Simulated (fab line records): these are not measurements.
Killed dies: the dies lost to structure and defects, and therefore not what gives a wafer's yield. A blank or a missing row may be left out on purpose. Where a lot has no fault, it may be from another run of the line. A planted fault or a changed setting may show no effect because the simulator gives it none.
fab line records + flow sky130
record
- lots=13
- wafers=39
- last_day=50
route steps=708 shown VT_ADJUST_LVTN@115 VT_ADJUST_PCH@147 SONOS_TUNNEL@166 SONOS_ONO@171 LI_CONTACT@376
lots untouched by any fault: they come from a run of this same line in which no faults occurred
start_h: hours from the record's first day to the start of the lot's first wafer shown + wait_h: hours from the lot's prior step to this one + " as in the row above + L1.1+2: one row covering several wafers at once + - either no value or no given start + * or withheld: withheld + < > ~ a bound
route shown NAME@n: NAME is a module with steps in the file, n the number in the route of the first one + usual: mean and standard deviation over wafers with no fault + same: alike in all rows + chamber/n: place in a boat + sites: per-site readings + _std_site: standard deviation of those values + _edge_site: mean of outer sites minus mean of inner sites + radius_mm: how far each site lies from the wafer's centre + mask NAME#n: copy n + behind: the last tool/chamber to shape the wafer + hold: what put the lot on hold/how long, in hours/how the hold closed + device: transistor that didn't switch, given as n, p or np + end of line: the tests these same wafers got at the end of their route + a step with no rows: only its recipe + killed: the dies lost at the first sort to structure and to defects; this is not the yield of the wafer + map: a wafer's dies, x killed, . not, _ none there
set.NAME: the setting that was run; set.NAME@STEP: the one run at that earlier step + model.NAME: the simulator's own value behind a step, which no gauge read
route steps across a sampled set of lots; one table per step, one row per wafer
services: when a tool's chamber went out of use (start_h, in hours from the record's first day, below 0 if earlier), for how many hours, and the reason
## steps
# step SKY_VT_ADJUST_LVTN_OVL_MEAS_18
# usual
- VT_ADJUST_LVTN_01_OVL=-1.1/1.2
| lot.wafer | tool       | chamber | start_h | wait_h | VT_ADJUST_LVTN_01_OVL[nm] |
|-----------|------------|---------|---------|--------|---------------------------|
| L853.2    | overlay-02 | -       | 166.81  | 0.1    | -2.2                      |
| L853.3    | "          | -       | "       | "      | -0.6                      |
| L853.6    | "          | -       | "       | "      | -1.8                      |
| L854.3    | overlay-02 | -       | 171.41  | 0.1    | 0.1                       |
| L854.4    | "          | -       | "       | "      | -0.7                      |
| L854.6    | "          | -       | "       | "      | -1.3                      |
| L856.1    | overlay-01 | -       | 187.30  | 0.1    | -1.5                      |
| L856.2    | "          | -       | "       | "      | -1.9                      |
| L856.3    | "          | -       | "       | "      | -1.1                      |
| L857.2    | overlay-02 | -       | 196.78  | 0.1    | 0.0                       |
| L857.3    | "          | -       | "       | "      | -2.1                      |
| L857.4    | "          | -       | "       | "      | -1.5                      |
| L858.2    | overlay-01 | -       | 199.88  | 0.1    | 0.7                       |
| L858.3    | "          | -       | "       | "      | -0.3                      |
| L858.6    | "          | -       | "       | "      | -0.6                      |
| L859.3    | overlay-02 | -       | 208.82  | 0.1    | 0.0                       |
| L859.4    | "          | -       | "       | "      | -0.2                      |
| L859.6    | "          | -       | "       | "      | -1.0                      |
| L862.2    | overlay-02 | -       | 225.86  | 0.1    | -1.4                      |
| L862.3    | "          | -       | "       | "      | -1.7                      |
| L862.5    | "          | -       | "       | "      | -0.3                      |
| L865.1    | overlay-02 | -       | 248.15  | 0.1    | -0.7                      |
| L865.2    | "          | -       | "       | "      | 0.0                       |
| L865.5    | "          | -       | "       | "      | -2.1                      |
| L870.4    | overlay-02 | -       | 290.12  | 0.1    | -1.1                      |
| L870.5    | "          | -       | "       | "      | -2.4                      |
| L870.6    | "          | -       | "       | "      | -1.9                      |
| L871.2    | overlay-01 | -       | 292.66  | 0.1    | 0.2                       |
| L871.5    | "          | -       | "       | "      | -1.9                      |
| L871.6    | "          | -       | "       | "      | 1.9                       |
| L872.1    | overlay-02 | -       | 296.35  | 0.1    | 0.5                       |
| L872.4    | "          | -       | "       | "      | 0.8                       |
| L872.5    | "          | -       | "       | "      | -0.4                      |
| L873.3    | overlay-01 | -       | 307.48  | 0.1    | -2.7                      |
| L873.4    | "          | -       | "       | "      | -0.4                      |
| L873.6    | "          | -       | "       | "      | -2.0                      |
| L874.4    | overlay-02 | -       | 313.19  | 0.1    | -0.9                      |
| L874.5    | "          | -       | "       | "      | -1.3                      |
| L874.6    | "          | -       | "       | "      | 0.1                       |
# step SKY_VT_ADJUST_PCH_EXPOSE_04
# recipe
- mask_id=NWM
- na=0.6
- source_shape=conventional
- sigma_outer=0.6
- polarization=unpolarized
- target_cd_nm=840
- dose_mj=255
| lot.wafer  | tool             | chamber | start_h | wait_h | mask   |
|------------|------------------|---------|---------|--------|--------|
| L853.2+3+6 | iline_stepper-01 | 0       | 221.71  | -      | NWM#0  |
| L854.3+4+6 | iline_stepper-01 | 0       | 226.51  | -      | NWM#0  |
| L856.1+2+3 | iline_stepper-01 | 0       | 244.59  | -      | NWM#0  |
| L857.2+3+4 | iline_stepper-01 | 0       | 253.69  | -      | NWM#0  |
| L858.2+3+6 | iline_stepper-02 | 0       | 259.42  | -      | NWM#0  |
| L859.3+4+6 | iline_stepper-01 | 0       | 267.10  | -      | NWM#0  |
| L862.2+3+5 | iline_stepper-02 | 0       | 285.43  | -      | TUNM#0 |
| L865.1+2+5 | iline_stepper-02 | 0       | 308.12  | -      | NWM#0  |
| L870.4+5+6 | iline_stepper-02 | 0       | 353.88  | -      | NWM#0  |
| L871.2+5+6 | iline_stepper-02 | 0       | 358.39  | -      | NWM#0  |
| L872.1+4+5 | iline_stepper-01 | 0       | 362.60  | -      | NWM#0  |
| L873.3+4+6 | iline_stepper-02 | 0       | 375.69  | -      | NWM#0  |
| L874.4+5+6 | iline_stepper-02 | 0       | 380.60  | -      | NWM#0  |
# step SKY_VT_ADJUST_PCH_OVL_MEAS_07
# usual
- VT_ADJUST_PCH_OVL=-0.1/1.3
| lot.wafer | tool       | chamber | start_h | wait_h | VT_ADJUST_PCH_OVL[nm] |
|-----------|------------|---------|---------|--------|-----------------------|
| L853.2    | overlay-01 | -       | 233.82  | -      | -1.5                  |
| L853.3    | "          | -       | "       | "      | -1.1                  |
| L853.6    | "          | -       | "       | "      | -1.1                  |
| L854.3    | overlay-02 | -       | 237.96  | -      | 0.1                   |
| L854.4    | "          | -       | "       | "      | -2.9                  |
| L854.6    | "          | -       | "       | "      | 0.3                   |
| L856.1    | overlay-01 | -       | 256.11  | -      | 0.7                   |
| L856.2    | "          | -       | "       | "      | 0.9                   |
| L856.3    | "          | -       | "       | "      | 0.8                   |
| L857.2    | overlay-01 | -       | 265.12  | -      | -2.7                  |
| L857.3    | "          | -       | "       | "      | -0.9                  |
| L857.4    | "          | -       | "       | "      | -0.3                  |
| L858.2    | overlay-02 | -       | 270.63  | -      | -0.1                  |
| L858.3    | "          | -       | "       | "      | 0.0                   |
| L858.6    | "          | -       | "       | "      | -1.8                  |
| L859.3    | overlay-01 | -       | 278.91  | -      | -0.3                  |
| L859.4    | "          | -       | "       | "      | -0.3                  |
| L859.6    | "          | -       | "       | "      | -1.0                  |
| L862.2    | overlay-01 | -       | 296.52  | -      | -                     |
| L862.3    | "          | -       | "       | "      | -                     |
| L862.5    | "          | -       | "       | "      | -                     |
| L865.1    | overlay-02 | -       | 321.07  | -      | -2.0                  |
| L865.2    | "          | -       | "       | "      | -0.6                  |
| L865.5    | "          | -       | "       | "      | -0.5                  |
| L870.4    | overlay-02 | -       | 367.34  | -      | 0.4                   |
| L870.5    | "          | -       | "       | "      | -1.6                  |
| L870.6    | "          | -       | "       | "      | -0.1                  |
| L871.2    | overlay-01 | -       | 371.51  | -      | 1.0                   |
| L871.5    | "          | -       | "       | "      | 0.7                   |
| L871.6    | "          | -       | "       | "      | -0.5                  |
| L872.1    | overlay-02 | -       | 376.11  | -      | -1.0                  |
| L872.4    | "          | -       | "       | "      | -0.2                  |
| L872.5    | "          | -       | "       | "      | 0.5                   |
| L873.3    | overlay-01 | -       | 389.58  | -      | 0.9                   |
| L873.4    | "          | -       | "       | "      | 0.1                   |
| L873.6    | "          | -       | "       | "      | 0.7                   |
| L874.4    | overlay-02 | -       | 394.67  | -      | 0.5                   |
| L874.5    | "          | -       | "       | "      | 2.4                   |
| L874.6    | "          | -       | "       | "      | 2.0                   |
# step SKY_VT_ADJUST_PCH_TW_MEAS_10
# usual
- VT_ADJUST_PCH_TW=142.6/1.3
| lot.wafer | tool          | chamber | start_h | wait_h | VT_ADJUST_PCH_TW |
|-----------|---------------|---------|---------|--------|------------------|
| L853.2    | film_metro-02 | -       | 234.11  | 0.1    | 144.8            |
| L853.3    | "             | -       | "       | "      | 144.3            |
| L853.6    | "             | -       | "       | "      | 145.1            |
| L854.3    | film_metro-01 | -       | 238.26  | 0.1    | 141.5            |
| L854.4    | "             | -       | "       | "      | 141.8            |
| L854.6    | "             | -       | "       | "      | 141.8            |
| L856.1    | film_metro-04 | -       | 256.40  | 0.1    | 141.7            |
| L856.2    | "             | -       | "       | "      | 141.8            |
| L856.3    | "             | -       | "       | "      | 141.7            |
| L857.2    | film_metro-04 | -       | 265.41  | 0.1    | 142.7            |
| L857.3    | "             | -       | "       | "      | 141.4            |
| L857.4    | "             | -       | "       | "      | 141.7            |
| L858.2    | film_metro-01 | -       | 270.92  | 0.1    | 142.1            |
| L858.3    | "             | -       | "       | "      | 141.5            |
| L858.6    | "             | -       | "       | "      | 142.3            |
| L859.3    | film_metro-04 | -       | 279.21  | 0.1    | 141.9            |
| L859.4    | "             | -       | "       | "      | 142.3            |
| L859.6    | "             | -       | "       | "      | 142.3            |
| L862.2    | film_metro-02 | -       | 296.81  | 0.1    | 30.5             |
| L862.3    | "             | -       | "       | "      | 30.3             |
| L862.5    | "             | -       | "       | "      | 30.2             |
| L865.1    | film_metro-04 | -       | 321.36  | 0.1    | 141.3            |
| L865.2    | "             | -       | "       | "      | 141.5            |
| L865.5    | "             | -       | "       | "      | 140.7            |
| L870.4    | film_metro-04 | -       | 367.64  | 0.1    | 141.4            |
| L870.5    | "             | -       | "       | "      | 140.7            |
| L870.6    | "             | -       | "       | "      | 141.5            |
| L871.2    | film_metro-01 | -       | 371.80  | 0.1    | 143.8            |
| L871.5    | "             | -       | "       | "      | 142.9            |
| L871.6    | "             | -       | "       | "      | 143.5            |
| L872.1    | film_metro-01 | -       | 376.40  | 0.1    | 143.7            |
| L872.4    | "             | -       | "       | "      | 144.0            |
| L872.5    | "             | -       | "       | "      | 144.2            |
| L873.3    | film_metro-01 | -       | 389.88  | 0.1    | 144.5            |
| L873.4    | "             | -       | "       | "      | 144.2            |
| L873.6    | "             | -       | "       | "      | 143.9            |
| L874.4    | film_metro-01 | -       | 394.97  | 0.1    | 144.2            |
| L874.5    | "             | -       | "       | "      | 143.8            |
| L874.6    | "             | -       | "       | "      | 143.2            |
# step SKY_SONOS_TUNNEL_TW_MEAS_12
# usual
- SONOS_TUNNEL_TW=199.2/1.7
| lot.wafer | tool          | chamber | start_h | wait_h | SONOS_TUNNEL_TW |
|-----------|---------------|---------|---------|--------|-----------------|
| L853.2    | film_metro-02 | -       | 257.65  | 0.0    | 197.6           |
| L853.3    | "             | -       | "       | "      | 198.5           |
| L853.6    | "             | -       | "       | "      | 199.1           |
| L854.3    | film_metro-01 | -       | 261.62  | 0.0    | 197.2           |
| L854.4    | "             | -       | "       | "      | 196.9           |
| L854.6    | "             | -       | "       | "      | 198.9           |
| L856.1    | film_metro-01 | -       | 280.69  | 0.0    | 196.0           |
| L856.2    | "             | -       | "       | "      | 196.3           |
| L856.3    | "             | -       | "       | "      | 195.4           |
| L857.2    | film_metro-02 | -       | 290.42  | 0.0    | 200.1           |
| L857.3    | "             | -       | "       | "      | 199.4           |
| L857.4    | "             | -       | "       | "      | 198.8           |
| L858.2    | film_metro-03 | -       | 295.51  | 0.0    | 200.9           |
| L858.3    | "             | -       | "       | "      | 200.9           |
| L858.6    | "             | -       | "       | "      | 201.8           |
| L859.3    | film_metro-01 | -       | 303.98  | 0.0    | 197.7           |
| L859.4    | "             | -       | "       | "      | 197.3           |
| L859.6    | "             | -       | "       | "      | 197.6           |
| L862.2    | film_metro-03 | -       | 322.70  | 0.0    | 216.5           |
| L862.3    | "             | -       | "       | "      | 215.6           |
| L862.5    | "             | -       | "       | "      | 216.5           |
| L865.1    | film_metro-01 | -       | 348.17  | 0.0    | 199.3           |
| L865.2    | "             | -       | "       | "      | 198.4           |
| L865.5    | "             | -       | "       | "      | 198.2           |
| L870.4    | film_metro-03 | -       | 396.71  | 0.0    | 200.2           |
| L870.5    | "             | -       | "       | "      | 200.3           |
| L870.6    | "             | -       | "       | "      | 199.6           |
| L871.2    | film_metro-02 | -       | 400.18  | 0.0    | 200.2           |
| L871.5    | "             | -       | "       | "      | 200.4           |
| L871.6    | "             | -       | "       | "      | 199.1           |
| L872.1    | film_metro-01 | -       | 405.47  | 0.0    | 198.6           |
| L872.4    | "             | -       | "       | "      | 198.1           |
| L872.5    | "             | -       | "       | "      | 199.5           |
| L873.3    | film_metro-01 | -       | 419.59  | 0.0    | 200.4           |
| L873.4    | "             | -       | "       | "      | 199.2           |
| L873.6    | "             | -       | "       | "      | 198.6           |
| L874.4    | film_metro-03 | -       | 424.27  | 0.0    | 200.6           |
| L874.5    | "             | -       | "       | "      | 201.7           |
| L874.6    | "             | -       | "       | "      | 202.3           |
# step SKY_SONOS_ONO_THK_MEAS_03
# recipe
- reads=Si3N4_of_SONOS_ONO_CVD_02
# usual
- SONOS_ONO_CVD_02_THK=10.46/0.15
| lot.wafer | tool          | chamber | start_h | wait_h | SONOS_ONO_CVD_02_THK[nm] |
|-----------|---------------|---------|---------|--------|--------------------------|
| L853.2    | film_metro-02 | -       | 262.27  | 0.0    | 10.27                    |
| L853.3    | "             | -       | "       | "      | 10.34                    |
| L853.6    | "             | -       | "       | "      | 10.32                    |
| L854.3    | film_metro-04 | -       | 265.82  | 0.0    | 10.24                    |
| L854.4    | "             | -       | "       | "      | 10.24                    |
| L854.6    | "             | -       | "       | "      | 10.17                    |
| L856.1    | film_metro-04 | -       | 285.80  | 0.0    | 10.36                    |
| L856.2    | "             | -       | "       | "      | 10.47                    |
| L856.3    | "             | -       | "       | "      | 10.39                    |
| L857.2    | film_metro-02 | -       | 299.43  | 0.0    | 10.72                    |
| L857.3    | "             | -       | "       | "      | 10.66                    |
| L857.4    | "             | -       | "       | "      | 10.72                    |
| L858.2    | film_metro-02 | -       | 304.73  | 0.0    | 10.42                    |
| L858.3    | "             | -       | "       | "      | 10.53                    |
| L858.6    | "             | -       | "       | "      | 10.34                    |
| L859.3    | film_metro-02 | -       | 308.72  | 0.0    | 10.42                    |
| L859.4    | "             | -       | "       | "      | 10.46                    |
| L859.6    | "             | -       | "       | "      | 10.47                    |
| L862.2    | film_metro-03 | -       | 325.62  | 0.0    | 10.43                    |
| L862.3    | "             | -       | "       | "      | 10.36                    |
| L862.5    | "             | -       | "       | "      | 10.49                    |
| L865.1    | film_metro-03 | -       | 354.23  | 0.0    | 10.62                    |
| L865.2    | "             | -       | "       | "      | 10.54                    |
| L865.5    | "             | -       | "       | "      | 10.62                    |
| L870.4    | film_metro-04 | -       | 400.99  | 0.0    | 10.29                    |
| L870.5    | "             | -       | "       | "      | 10.30                    |
| L870.6    | "             | -       | "       | "      | 10.28                    |
| L872.1    | film_metro-04 | -       | 411.07  | 0.0    | 10.42                    |
| L872.4    | "             | -       | "       | "      | 10.59                    |
| L872.5    | "             | -       | "       | "      | 10.62                    |
| L871.2    | film_metro-03 | -       | 411.08  | 0.0    | 10.35                    |
| L871.5    | "             | -       | "       | "      | 10.36                    |
| L871.6    | "             | -       | "       | "      | 10.35                    |
| L873.3    | film_metro-03 | -       | 422.65  | 0.0    | 10.46                    |
| L873.4    | "             | -       | "       | "      | 10.55                    |
| L873.6    | "             | -       | "       | "      | 10.55                    |
| L874.4    | film_metro-04 | -       | 427.59  | 0.0    | 10.55                    |
| L874.5    | "             | -       | "       | "      | 10.36                    |
| L874.6    | "             | -       | "       | "      | 10.25                    |
# step SKY_LI_CONTACT_ETCH_14
# recipe
- chemistry=N2/H2
- target=BARC
- ion_energy_ev=200
- source_w=500
- bias_w=100
- pressure_mtorr=30
- n2_flow_sccm=100
- h2_flow_sccm=200
- stop_on=SiO2
- time_s=45.9
- target_depth_a=600
# usual
- drypump_motor_current_A=5.4/0.31
- oes_product_au=0.855/0.0047
- throttle_valve_pct=13.225/0.0093
| lot.wafer | tool        | chamber | start_h | wait_h | drypump_motor_current_A | oes_product_au | rf_hours_counter_h | throttle_valve_pct |
|-----------|-------------|---------|---------|--------|-------------------------|----------------|--------------------|--------------------|
| L853.2    | rie_diel-03 | 0       | 679.78  | 0.0    | 5.5                     | 0.859          | 9                  | 13.227             |
| L853.3    | "           | 2       | "       | "      | 5.2                     | 0.854          | 12                 | 13.222             |
| L853.6    | "           | 2       | "       | "      | 5.2                     | 0.860          | -                  | 13.223             |
| L854.3    | rie_diel-02 | 2       | 691.86  | 0.0    | 5.3                     | 0.849          | 13                 | 13.229             |
| L854.4    | "           | 0       | "       | "      | 5.1                     | 0.847          | -                  | 13.241             |
| L854.6    | "           | 3       | "       | "      | 5.8                     | 0.855          | -                  | 13.238             |
| L856.1    | rie_diel-03 | 0       | 708.68  | 0.0    | 5.4                     | 0.859          | 9                  | 13.242             |
| L856.2    | "           | 2       | "       | "      | 5.3                     | 0.854          | 13                 | 13.208             |
| L856.3    | "           | 1       | "       | "      | 5.4                     | 0.855          | 6                  | 13.231             |
| L857.2    | rie_diel-03 | 3       | 724.23  | 0.0    | 4.9                     | 0.860          | 2                  | 13.224             |
| L857.3    | "           | 2       | "       | "      | 5.2                     | 0.866          | 13                 | 13.225             |
| L857.4    | "           | 1       | "       | "      | 5.4                     | 0.856          | 6                  | 13.238             |
| L858.2    | rie_diel-02 | 3       | 736.91  | 0.0    | 5.8                     | 0.851          | 14                 | 13.238             |
| L858.3    | "           | 1       | "       | "      | 5.8                     | 0.852          | 1                  | 13.223             |
| L858.6    | "           | 3       | "       | "      | 5.8                     | 0.855          | -                  | 13.235             |
| L859.3    | rie_diel-03 | 0       | 738.48  | 0.0    | 5.4                     | 0.862          | 10                 | 13.239             |
| L859.4    | "           | 3       | "       | "      | 5.0                     | 0.853          | 3                  | 13.213             |
| L859.6    | "           | 0       | "       | "      | 5.4                     | 0.860          | -                  | 13.220             |
| L862.2    | rie_diel-03 | 2       | 747.81  | 0.0    | 5.3                     | 0.851          | 14                 | 13.238             |
| L862.3    | "           | 1       | "       | "      | 5.4                     | 0.856          | 7                  | 13.207             |
| L862.5    | "           | 0       | "       | "      | 5.4                     | 0.860          | -                  | 13.231             |
| L865.1    | rie_diel-01 | 0       | 774.52  | 0.0    | 5.4                     | 0.853          | 7                  | 13.208             |
| L865.2    | "           | 1       | "       | "      | 5.8                     | 0.852          | 5                  | 13.233             |
| L865.5    | "           | 0       | "       | "      | 5.4                     | 0.852          | -                  | 13.219             |
| L870.4    | rie_diel-02 | 0       | 827.53  | 0.0    | 5.1                     | 0.854          | -                  | 13.223             |
| L870.5    | "           | 1       | "       | "      | 5.9                     | 0.851          | -                  | 13.225             |
| L870.6    | "           | 3       | "       | "      | 5.8                     | 0.841          | -                  | 13.218             |
| L871.2    | rie_diel-02 | 3       | 828.82  | 0.0    | 5.8                     | 0.855          | 17                 | 13.228             |
| L871.5    | "           | 1       | "       | "      | 5.9                     | 0.857          | -                  | 13.214             |
| L871.6    | "           | 0       | "       | "      | 5.1                     | 0.859          | -                  | 13.242             |
| L872.1    | rie_diel-03 | 2       | 830.67  | 0.0    | 5.2                     | 0.851          | 17                 | 13.223             |
| L872.4    | "           | 0       | "       | "      | 5.4                     | 0.859          | 13                 | 13.223             |
| L872.5    | "           | 1       | "       | "      | 5.4                     | 0.851          | -                  | 13.217             |
| L873.3    | rie_diel-01 | 0       | 836.42  | 0.0    | 5.5                     | 0.851          | 9                  | 13.227             |
| L873.4    | "           | 2       | "       | "      | 4.9                     | 0.860          | 12                 | 13.223             |
| L873.6    | "           | 3       | "       | "      | 5.5                     | 0.868          | -                  | 13.213             |
| L874.4    | rie_diel-01 | 0       | 840.98  | 0.0    | 5.5                     | 0.865          | 9                  | 13.215             |
| L874.5    | "           | 1       | "       | "      | 5.8                     | 0.853          | -                  | 13.209             |
| L874.6    | "           | 2       | "       | "      | 4.9                     | 0.853          | -                  | 13.225             |
## services
| tool             | chamber | start_h | hours | kind   |
|------------------|---------|---------|-------|--------|
| iline_stepper-02 | -       | 229.03  | 1.7   | pm     |
| rie_diel-03      | 1       | 323.46  | 2.1   | repair |
| iline_stepper-01 | -       | 380.72  | 1.7   | pm     |
| rie_diel-03      | 2       | 388.27  | 30.1  | repair |
| iline_stepper-02 | -       | 404.06  | 8.9   | pm     |
| iline_stepper-02 | -       | 447.21  | 1.7   | pm     |
| iline_stepper-01 | -       | 453.22  | 4.4   | pm     |
| rie_diel-03      | 1       | 456.15  | 3.7   | repair |
| iline_stepper-01 | -       | 458.88  | 3.3   | repair |
| rie_diel-03      | 1       | 485.35  | 5.7   | repair |
| rie_diel-03      | 1       | 499.73  | 6.8   | repair |
| iline_stepper-02 | -       | 523.23  | 0.7   | repair |
| rie_diel-03      | 0       | 531.64  | 2.4   | repair |
| iline_stepper-02 | -       | 548.10  | 4.4   | pm     |
| iline_stepper-01 | -       | 568.41  | 2.1   | pm     |
| iline_stepper-01 | -       | 598.90  | 1.7   | pm     |
| rie_diel-03      | 3       | 607.08  | 9.0   | repair |
| rie_diel-03      | -       | 638.77  | 2.8   | pm     |
| iline_stepper-02 | -       | 665.39  | 1.7   | pm     |
| rie_diel-03      | 3       | 669.08  | 7.9   | repair |
| iline_stepper-01 | -       | 704.11  | 1.1   | repair |
| rie_diel-03      | -       | 704.19  | 0.5   | repair |
| rie_diel-03      | 1       | 782.40  | 21.7  | repair |
| iline_stepper-01 | -       | 817.08  | 1.7   | pm     |
## key
first_sign
- step=SKY_VT_ADJUST_PCH_EXPOSE_04
- reading=mask
- direction=changed
effect
- step=SKY_VT_ADJUST_PCH_OVL_MEAS_07
- reading=VT_ADJUST_PCH_OVL
- direction=missing
effect
- step=SKY_VT_ADJUST_PCH_TW_MEAS_10
- reading=VT_ADJUST_PCH_TW
- direction=down
- sigmas=89
- usual=142.6
- struck=30.4
effect
- step=SKY_SONOS_TUNNEL_TW_MEAS_12
- reading=SONOS_TUNNEL_TW
- direction=up
- sigmas=10
- usual=199.2
- struck=216.2
met_at SKY_VT_ADJUST_PCH_EXPOSE_04
struck_lots L862
sort_left_out L862.2,L862.3,L862.5
tester_left_out L862
not_acting_at SKY_VT_ADJUST_LVTN_OVL_MEAS_18,SKY_SONOS_ONO_THK_MEAS_03,SKY_LI_CONTACT_ETCH_14
onset_between 259.42 285.43
fault
- kind=wrong_mask
- tool=any
- chamber=-
- onset_h=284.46
- steps=SKY_VT_ADJUST_PCH_EXPOSE_04
- aux_copy=TUNM#0
- scope=struck_lots_only
# tester_left_out: of these lots the tester's yield and bins aren't shown, on N5 and GAA mostly nor the transistor test; their killed dies are dies lost to structure and defects alone, not to doping, threshold or leakage, so they don't give the yield
# sort_left_out: the simulated sort isn't trusted on such a fault, so these wafers' sort isn't shown, and their yield isn't known
